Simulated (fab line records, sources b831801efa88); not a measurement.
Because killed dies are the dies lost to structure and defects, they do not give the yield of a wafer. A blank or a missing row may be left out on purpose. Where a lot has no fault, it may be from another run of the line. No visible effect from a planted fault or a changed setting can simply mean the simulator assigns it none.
Comparing a struck lot with a sound one | flow sky130 | 15 out of 708 route steps
Sound: wafers L941.1, L941.5, L941.6. Struck: wafers L953.1, L953.4, L953.6. At the end, the cause is stated.
Per side, at each step with rows, come the tool, then ch with its chambers, and then its first start. Under that, the readings that differ: sound wafers | struck wafers | difference of the means | sigmas: that difference in standard deviations of wafers without a fault.
alike: readings with means less than 2 such deviations apart, plus words and numbers identical on both sides. not compared: withheld readings, readings lacking a value on some wafer, bounds such as >300 that could conceal the same value, and numbers that have no deviation in the record and whose values overlap.
The two part at a step that has a row with sigmas, a row that says differs or no value, or rows on one side only. Numbers that have no deviation but don't overlap get no sigmas and don't part them. A reading missing from all wafers of one side parts the sides only when that side holds two or more wafers.

SKY_CONTACT_BOW_MEAS_05:
  sound on film_metro-01, day 31 11:02; struck on film_metro-03, day 36 07:57
  alike: CONTACT_BOW
then, 8 steps without rows for these wafers: SKY_CONTACT_DEHYDRATE_06 (time 60 s); SKY_CONTACT_HMDS_07 (prime time 60 s); SKY_CONTACT_COAT_08 (resist thk 60 nm); SKY_CONTACT_COAT_09 (resist thk 450 nm); SKY_CONTACT_SOFTBAKE_10 (time 88.25 s); SKY_CONTACT_EXPOSE_11 (exposes mask CTM1, target cd 170 nm); SKY_CONTACT_PEB_12; SKY_CONTACT_DEVELOP_13 (develop time 60 s).
SKY_CONTACT_CD_MEAS_14: target cd 170 nm.
  sound on cd_sem-01, day 32 15:11; struck on cd_sem-02, day 37 11:00
  alike: cd_nm
SKY_CONTACT_OVL_MEAS_15:
  sound on overlay-01, day 32 15:18; struck on overlay-02, day 37 11:07
  alike: CONTACT_OVL
SKY_CONTACT_ETCH_16: etches BARC in N2/H2, stops on SiO2, time 45.9 s, target depth 60 nm.
  sound on rie_diel-04 ch 0,1, day 32 15:20; struck on rie_diel-01 ch 1,3, day 37 11:10
  alike: drypump_motor_current_A, oes_product_au, rf_fwd_power_W, throttle_valve_pct
  not compared: rf_hours_counter_h
SKY_CONTACT_ETCH_17: etches SiO2 in C4F8/O2/Ar, stops on Si3N4, target depth 340 nm.
  sound on rie_diel-04 ch 0,1, day 32 15:23; struck on rie_diel-01 ch 1,3, day 37 11:12
  reading                                        | sound             | struck            | difference | sigmas
  rf_fwd_power_W (W)                             | 1486 1486 1492    | 1728 1723 1730    | +239       | +43
  model.CONTACT.feature_depth_nm (nm)            | 340.4 340.6 339.9 | 344.7 344.9 344.4 | +4.4       |
  model.Si3N4_of_CONTACT_CVD_00.thk_nm (nm)      | 74.48 75.62 74.89 | 70.91 71.59 71.69 | -3.60      |
  model.KrF-thick_of_CONTACT_COAT_09.thk_nm (nm) | 327.5 328.6 326.3 | 324.7 323.9 324.8 | -3.0       |
  alike: oes_product_au
SKY_CONTACT_ETCH_18: etches Si3N4 in CHF3/O2, stops on TiN, time 39 s, target depth 75 nm.
  sound on rie_diel-04 ch 0,1; struck on rie_diel-01 ch 1,3
  reading                                        | sound             | struck            | difference | sigmas
  oes_product_au (a.u.)                          | 0.854 0.868 0.857 | 0.841 0.827 0.832 | -0.026     | -4
  model.etch.depth_nm (nm)                       | 74.48 75.62 74.89 | 70.91 71.59 71.69 | -3.60      |
  model.KrF-thick_of_CONTACT_COAT_09.thk_nm (nm) | 243 246.2 241.8   | 240.4 237.9 240.4 | -4.1       |
  alike: chf3_flow_sccm, drypump_motor_current_A, rf_fwd_power_W, throttle_valve_pct
  not compared: rf_hours_counter_h
SKY_CONTACT_STRIP_19: strips in O2/N2.
  sound on plasma_asher-03 ch 0,1, day 32 15:28; struck on plasma_asher-03 ch 0,1, day 37 11:17
  alike: drypump_motor_current_A, oes_product_au, strip_time_to_endpoint_s
  not compared: rf_hours_counter_h

## WHERE THEY PART
Earliest at SKY_CONTACT_ETCH_17; latest, in this record, at SKY_CONTACT_ETCH_18. Later steps at which nothing parts them and some readings are alike: SKY_CONTACT_STRIP_19.

WHY: what had been put in by the simulator
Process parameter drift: rie_diel-01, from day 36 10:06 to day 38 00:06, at SKY_CONTACT_ETCH_17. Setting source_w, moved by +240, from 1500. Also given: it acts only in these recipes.
